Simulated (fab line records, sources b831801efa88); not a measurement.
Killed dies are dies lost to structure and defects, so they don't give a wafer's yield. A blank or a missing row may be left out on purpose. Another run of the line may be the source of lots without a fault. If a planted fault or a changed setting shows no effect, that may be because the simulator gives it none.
Which tool is to blame? -- flow sky130 -- Sampling: 6 lots, 18 wafers, 5 of 708 route steps

WHAT EACH GAUGE READ, for each wafer
SKY_VIA3_THK_MEAS_01.
lot,measured,on,VIA3_HDPCVD_THK (nm)
L240,day 40 04:10,filmMetro-03,1633 1626 1637
L242,day 40 15:24,filmMetro-04,1658 1653 1684
L244,day 41 06:26,filmMetro-01,1667 1642 1650
L246,day 41 15:14,filmMetro-04,1631 1633 1629
L250,day 43 00:10,filmMetro-03,1615 1005 1629
L256,day 44 11:58,filmMetro-01,1637 1616 1646

EACH LOT AND THE TOOL THAT RAN IT (in order: tool; ch and the chambers of the sampled wafers; start)
lot,SKY_VIA2_STRIP_16,SKY_METAL3_SPUTTER_00,SKY_METAL3_SPUTTER_02,SKY_VIA3_HDPCVD_00
L240,"plasmaAsher-04 ch 0,1, day 38 00:13","pvdSputter-03, day 38 01:29","pvdSputter-03, day 38 01:32","hdpcvd-02 ch 0,1, day 40 03:59"
L242,"plasmaAsher-01 ch 0,1, day 38 10:35","pvdSputter-03, day 38 12:02","pvdSputter-03, day 38 12:05","hdpcvd-01 ch 1,2, day 40 15:14"
L244,"plasmaAsher-01 ch 0,1, day 39 03:41","pvdSputter-03, day 39 04:57","pvdSputter-03, day 39 05:00","hdpcvd-02 ch 1,2, day 41 06:11"
L246,"plasmaAsher-02 ch 0,1, day 39 09:55","pvdSputter-03, day 39 11:09","pvdSputter-03, day 39 11:12","hdpcvd-02 ch 0,1,2, day 41 15:07"
L250,"plasmaAsher-02 ch 0,1, day 40 20:16","pvdSputter-04, day 40 21:56","pvdSputter-04, day 40 21:59","hdpcvd-02 ch 0,1,2, day 42 23:59"
L256,"plasmaAsher-04 ch 0,1, day 42 10:34","pvdSputter-04, day 42 11:49","pvdSputter-04, day 42 11:52","hdpcvd-01 ch 1,2, day 44 11:48"
- SKY_VIA2_STRIP_16: strips in O2/N2.
- SKY_METAL3_SPUTTER_00: material Ti, target thk 15 nm, time 10 s.
- SKY_METAL3_SPUTTER_02: material AlCu, target thk 735 nm, time 39.1 s.
- SKY_VIA3_HDPCVD_00: deposits SiO2, target thk 1635 nm, time 272.5 s.

THE ANSWER, worked out from the rows above alone
Rule: the lots themselves supply what counts as usual. The widest of any qualifying gaps counts: lots, ordered by their means at a reading, are off when they make up no more than a third of the lots, leave a main group of 4 or more, and stand apart from it by 3 or more times the standard deviation of that group's means. A main group is skipped when, at the precision printed for the reading in the tables above, its means are all equal. Also off: a lot with no number at a reading for which 4 or more lots have one. All remaining lots with rows at the step are treated as sound.
Off: L250, seen at SKY_VIA3_THK_MEAS_01 (VIA3_HDPCVD_THK). For the main group the mean is 1643 nm and the standard deviation 14.
If a tool, at a process step before that reading, ran all the lots that are off and no sound lot after the first of them, it fits. Those tools and the gauges at SKY_VIA3_THK_MEAS_01 are tried in the same way. Can't be told from this: 3 tools fit, plasmaAsher-02 at SKY_VIA2_STRIP_16, hdpcvd-02 at SKY_VIA3_HDPCVD_00, filmMetro-03 at SKY_VIA3_THK_MEAS_01.

WHAT HAD BEEN PUT IN BY THE SIMULATOR
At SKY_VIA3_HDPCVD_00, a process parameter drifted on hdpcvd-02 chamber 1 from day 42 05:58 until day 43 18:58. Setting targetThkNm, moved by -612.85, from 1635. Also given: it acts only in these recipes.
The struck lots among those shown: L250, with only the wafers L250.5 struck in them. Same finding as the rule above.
